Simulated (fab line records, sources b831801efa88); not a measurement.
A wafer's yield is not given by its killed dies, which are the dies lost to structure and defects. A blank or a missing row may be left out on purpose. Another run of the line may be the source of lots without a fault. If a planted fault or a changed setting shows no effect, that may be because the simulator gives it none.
Check for tools in common / flow sky130 / Lots sampled 12, wafers sampled 39

## THE REASON FOR OPENING IT
SKY_NWELL_TW_MEAS_15, reading NWELL_TW: flagged on 1 of 12 lots. No-fault wafers: 1816, standard deviation 22.
Rule: a lot is flagged when every wafer of it that has a number lies more than 4 standard deviations from that mean, or none has a number. All remaining lots are regarded as sound.

lot=L447; measured=day 4 15:38; on=filmMetro-04; NWELL_TW, wafer by wafer=1835 1834 1839; flag=
lot=L449; measured=day 5 00:02; on=filmMetro-01; NWELL_TW, wafer by wafer=1802 1804 1806; flag=
lot=L450; measured=day 5 05:17; on=filmMetro-01; NWELL_TW, wafer by wafer=1787 1793 1793; flag=
lot=L451; measured=day 5 11:52; on=filmMetro-04; NWELL_TW, wafer by wafer=1818 1822 1827; flag=
lot=L453; measured=day 5 20:55; on=filmMetro-04; NWELL_TW, wafer by wafer=1824 1832 1824; flag=
lot=L454; measured=day 6 06:53; on=filmMetro-01; NWELL_TW, wafer by wafer=1794 1786 1801; flag=
lot=L457; measured=day 6 22:07; on=filmMetro-01; NWELL_TW, wafer by wafer=1789 1795 1798; flag=
lot=L459; measured=day 7 19:55; on=filmMetro-04; NWELL_TW, wafer by wafer=31 30 30 30 30 30; flag=FLAGGED
lot=L460; measured=day 8 11:33; on=filmMetro-03; NWELL_TW, wafer by wafer=1816 1808 1814; flag=
lot=L467; measured=day 9 11:16; on=filmMetro-04; NWELL_TW, wafer by wafer=1843 1851 1855; flag=
lot=L468; measured=day 9 15:35; on=filmMetro-04; NWELL_TW, wafer by wafer=1852 1848 1834; flag=
lot=L470; measured=day 10 07:06; on=filmMetro-03; NWELL_TW, wafer by wafer=1816 1819 1807; flag=
Average over the flagged lots: 30; offset from the usual -1786, equal to -81 standard deviations.

## TOOL THAT RAN EACH LOT
The record keeps 1 process step preceding the reading, out of 708 steps on the route. Every cell lists first the tool, next ch and the chambers used by the sampled wafers, and last the start.
lot=L447; flag=; SKY_NWELL_EXPOSE_07=ilineStepper-02 ch 0, day 4 06:26
lot=L449; flag=; SKY_NWELL_EXPOSE_07=ilineStepper-02 ch 0, day 4 15:08
lot=L450; flag=; SKY_NWELL_EXPOSE_07=ilineStepper-01 ch 0, day 4 20:22
lot=L451; flag=; SKY_NWELL_EXPOSE_07=ilineStepper-01 ch 0, day 5 02:38
lot=L453; flag=; SKY_NWELL_EXPOSE_07=ilineStepper-01 ch 0, day 5 12:14
lot=L454; flag=; SKY_NWELL_EXPOSE_07=ilineStepper-02 ch 0, day 5 21:40
lot=L457; flag=; SKY_NWELL_EXPOSE_07=ilineStepper-01 ch 0, day 6 11:55
lot=L459; flag=FLAGGED; SKY_NWELL_EXPOSE_07=ilineStepper-01 ch 0, day 7 10:04
lot=L460; flag=; SKY_NWELL_EXPOSE_07=ilineStepper-01 ch 0, day 8 00:56
lot=L467; flag=; SKY_NWELL_EXPOSE_07=ilineStepper-01 ch 0, day 9 00:06
lot=L468; flag=; SKY_NWELL_EXPOSE_07=ilineStepper-02 ch 0, day 9 04:49
lot=L470; flag=; SKY_NWELL_EXPOSE_07=ilineStepper-01 ch 0, day 9 18:57
What the steps here do:
- SKY_NWELL_EXPOSE_07: exposes mask NWM, target cd 840 nm.
- SKY_NWELL_TW_MEAS_15

## FLAGGED AGAINST TOTAL, ONE TOOL AT A TIME (gauges that did the reading follow at the end)
step=SKY_NWELL_EXPOSE_07; tool=ilineStepper-01; lots run=8; flagged=1; share of the flagged lots=all; sound lots run after its first flagged lot=3 (L460,L467,L470)
step=SKY_NWELL_EXPOSE_07; tool=ilineStepper-02; lots run=4; flagged=0; share of the flagged lots=none; sound lots run after its first flagged lot=-
step=SKY_NWELL_TW_MEAS_15; tool=filmMetro-01; lots run=4; flagged=0; share of the flagged lots=none; sound lots run after its first flagged lot=-
step=SKY_NWELL_TW_MEAS_15; tool=filmMetro-03; lots run=2; flagged=0; share of the flagged lots=none; sound lots run after its first flagged lot=-
step=SKY_NWELL_TW_MEAS_15; tool=filmMetro-04; lots run=6; flagged=1; share of the flagged lots=all; sound lots run after its first flagged lot=2 (L467,L468)

## WHAT THE TABLE ALLOWS
2 rows of the table ran every flagged lot: ilineStepper-01 at SKY_NWELL_EXPOSE_07, filmMetro-04 at SKY_NWELL_TW_MEAS_15.
- ilineStepper-01 at SKY_NWELL_EXPOSE_07: 1 of its 8 lots flagged. After the first flagged lot (L460, L467, L470), sound lots still ran on it; a lasting fault on the whole tool would not permit that.
- filmMetro-04 at SKY_NWELL_TW_MEAS_15: 1 of its 6 lots flagged. After the first flagged lot (L467, L468), sound lots still ran on it; a lasting fault on the whole tool would not permit that.
There is no row in the table that ran each flagged lot and no sound lot after the first.

## WHAT THE SIMULATOR HAD PUT IN
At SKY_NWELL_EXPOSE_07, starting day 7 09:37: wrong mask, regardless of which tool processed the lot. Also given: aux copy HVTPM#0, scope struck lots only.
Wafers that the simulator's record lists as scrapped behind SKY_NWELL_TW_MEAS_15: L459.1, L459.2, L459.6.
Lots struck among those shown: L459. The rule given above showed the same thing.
